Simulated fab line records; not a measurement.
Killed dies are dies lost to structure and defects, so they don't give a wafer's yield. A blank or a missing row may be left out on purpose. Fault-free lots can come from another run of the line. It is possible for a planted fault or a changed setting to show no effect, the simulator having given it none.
A struck lot beside a sound one / flow sky130 / 15 out of 708 route steps
Sound: the wafers L527.1, L527.2, L527.6. Struck: wafer L532.5. (L532.1, L532.3 of the same lot were not struck and are left out.) The cause comes at the end.
Order at every step that has rows: each side's tool, ch and its chambers, its first start. Under that, the readings that differ: sound wafers / struck wafers / difference of the means / sigmas: that difference in standard deviations of wafers without a fault.
alike: same words and numbers on both sides, and readings whose means sit less than 2 such deviations apart. not compared: any withheld reading, any reading some wafer has no value for, any bound like >300 that may hide the same value, and any number with overlapping values for which the record gives no deviation.
Wherever a step has rows on one side only, a row that says differs or no value, or a row with sigmas, the two part there. Non-overlapping numbers with no deviation appear without sigmas and do not part them. A reading that every wafer of one side lacks parts them only if that side has two wafers or more.

first, 4 steps without rows for these wafers: SKY_VIA3_STRIP_17 (strips in post etch residue remover, time 1200 s); SKY_VIA3_CLEAN_18 (cleans in IPA, time 180 s); SKY_VIA3_CLEAN_19 (cleans in O3/DIW); SKY_VIA3_SPUTTER_20 (material TiN, target thk 20 nm, time 80 s).
SKY_VIA3_CVD_21: deposits W, target thk 390 nm, time 117.31 s.
  sound on cvdW-02 ch 0,1, day 40 07:24; struck on cvdW-02 ch 1, day 42 03:04
  alike: heaterPowerOuterW, heaterPowerW
SKY_VIA3_RS_MEAS_22: uses a four-point probe to measure.
  sound: filmMetro-01 at day 40 07:31; struck: filmMetro-02 at day 42 03:11
  alike: VIA3_W_RS
SKY_VIA3_THK_MEAS_23: measures by xrf.
  sound: filmMetro-01 at day 40 07:38; struck: filmMetro-02 at day 42 03:18
  alike: VIA3_W_THK
then, 2 steps without rows for these wafers: SKY_VIA3_CMP_24 (polishes, stops on SiO2, t overpolish 20 s, target thk 0 nm); SKY_METAL4_SPUTTER_00 (material Ti, target thk 15 nm, time 10 s).
SKY_METAL4_SPUTTER_01: material TiN, target thk 20 nm, time 16.7 s.
  sound: pvdSputter-02 at day 40 08:01; struck: pvdSputter-03 at day 42 03:41
  alike: throttleValvePct
SKY_METAL4_SPUTTER_02: material AlCu, target thk 735 nm, time 39.1 s.
  sound: pvdSputter-02 at day 40 08:03; struck: pvdSputter-03 at day 42 03:43
  alike: throttleValvePct
SKY_METAL4_SPUTTER_03: material Ti, target thk 5 nm, time 3.3 s.
  sound: pvdSputter-02 at day 40 08:05; struck: pvdSputter-03 at day 42 03:45
  alike: throttleValvePct
SKY_METAL4_SPUTTER_04: material TiN, target thk 70 nm, time 58.3 s.
  sound: pvdSputter-02 at day 40 08:06; struck: pvdSputter-03 at day 42 03:46
reading=model.TiN_of_METAL4_SPUTTER_04.thkNm (nm); sound=70.78 69.77 69.91; struck=92.56; difference=+22.41; sigmas=
  alike: throttleValvePct
SKY_CAP2M_CVD_00: deposits SiO2, target thk 15.5 nm.
  sound on pecvd-02 ch 0,1,2, day 40 08:09; struck on pecvd-03 ch 0, day 42 03:49
  alike: heaterPowerOuterW, heaterPowerW
-- the record jumps here: 6 days lie between the struck wafers' starts before and after (it left off in module CAP2M and takes up again in module PAD_OPEN, whose first step shown is number 708 of the route) --
SKY_PAD_OPEN_PROBE_99:
  sound: prober-02 at day 46 07:21; struck: prober-02 at day 47 20:32
reading=model.etest.via4Chain.rcOhm; sound=0.8219 0.8054 0.8074; struck=0.805; difference=-0.007; sigmas=
  alike: defectLimitedYield, killed_at_M0_to_M3, killed_at_M4_up, killedAtContacts, killedAtFrontEnd, killedAtOther, killedDies, killedOpen, killedShort, sort_bin_3_pad_short, sort_bin_5_function, sort_bin_6_memory, sortNPass, sortYieldPct

## WHERE THEY PART
Nowhere in this record.

WHY: the cause the simulator had injected
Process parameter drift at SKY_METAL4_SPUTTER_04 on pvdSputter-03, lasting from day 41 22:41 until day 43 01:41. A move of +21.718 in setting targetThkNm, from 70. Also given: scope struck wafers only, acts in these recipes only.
